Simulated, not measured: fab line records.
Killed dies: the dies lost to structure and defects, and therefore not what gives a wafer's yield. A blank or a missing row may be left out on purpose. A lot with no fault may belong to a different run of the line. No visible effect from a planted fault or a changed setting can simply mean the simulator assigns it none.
One fault through the eyes of 2 desks	flow sfq_line	numbers are kept per desk, each desk with only its own; the story behind them comes last

FOR THE TOOL OWNER'S DESK: rie_diel-03
The tool's own readings at SFQ_TRILAYER_L0_VIA_BARC_OPEN_VIA_ETCH_021 (etches BARC in O2, target depth 125 nm, time 41.7 s): means of the sampled wafers that have a number, for each lot that ran on this tool. If a lot's mean is further than 4 standard deviations from the usual mean, the lot is out of limits and carries the mark OUT (the distance appears in the brackets).
Columns: A = drypump_motor_current_A at SFQ_TRILAYER_L0_VIA_BARC_OPEN_VIA_ETCH_021, usual 5.7 A; B = oes_product_au at SFQ_TRILAYER_L0_VIA_BARC_OPEN_VIA_ETCH_021, usual 0.685 a.u.; C = run_length_s at SFQ_TRILAYER_L0_VIA_BARC_OPEN_VIA_ETCH_021, usual 69.9 s
lot	first seen here	A	B	C
L896	day 5 03:42	5.9	0.683	69.7
L905	day 8 01:28	5.9	0.685	69.5
L910	day 9 06:12	6.1	0.707 (+4.8) OUT	67.9 (-4.1) OUT
This desk's finding: out of limits on L910; first on L910, day 9 06:12 (oes_product_au at SFQ_TRILAYER_L0_VIA_BARC_OPEN_VIA_ETCH_021). In limits: L896, L905.

METROLOGY DESK
Means of the sampled wafers that have a number, per lot and without regard to the tool the lot ran on: this is what the gauges read. If a lot's mean is further than 4 standard deviations from the usual mean, the lot is out of limits and carries the mark OUT (the distance appears in the brackets).
Columns: A = L0V_OVL at SFQ_L0V_OVL_MEAS_903, usual -5 nm
lot	first seen here	A
L896	day 5 03:40	-9
L905	day 8 01:26	-10
L910	day 9 06:10	-8
L912	day 9 18:10	-5
L918	day 11 05:54	-8
Result from this desk: across the 5 lots, nothing is out of limits.

PUT TOGETHER
The tool owner's desk had the chance to raise an alarm at day 9 06:12 on L910.
The metrology desk saw nothing out of limits.
The metrology desk has L910 on record, within its limits.
Of the lots named, all ran SFQ_TRILAYER_L0_VIA_BARC_OPEN_VIA_ETCH_021 on rie_diel-03.

WHAT THE SIMULATOR PUT IN
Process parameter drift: rie_diel-03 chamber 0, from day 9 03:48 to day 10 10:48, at SFQ_TRILAYER_L0_VIA_BARC_OPEN_VIA_ETCH_021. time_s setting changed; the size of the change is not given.
Shown lots that were struck: L910.
Hours from the fault's start to each desk's first reading out of limits: the tool owner's desk, 2.
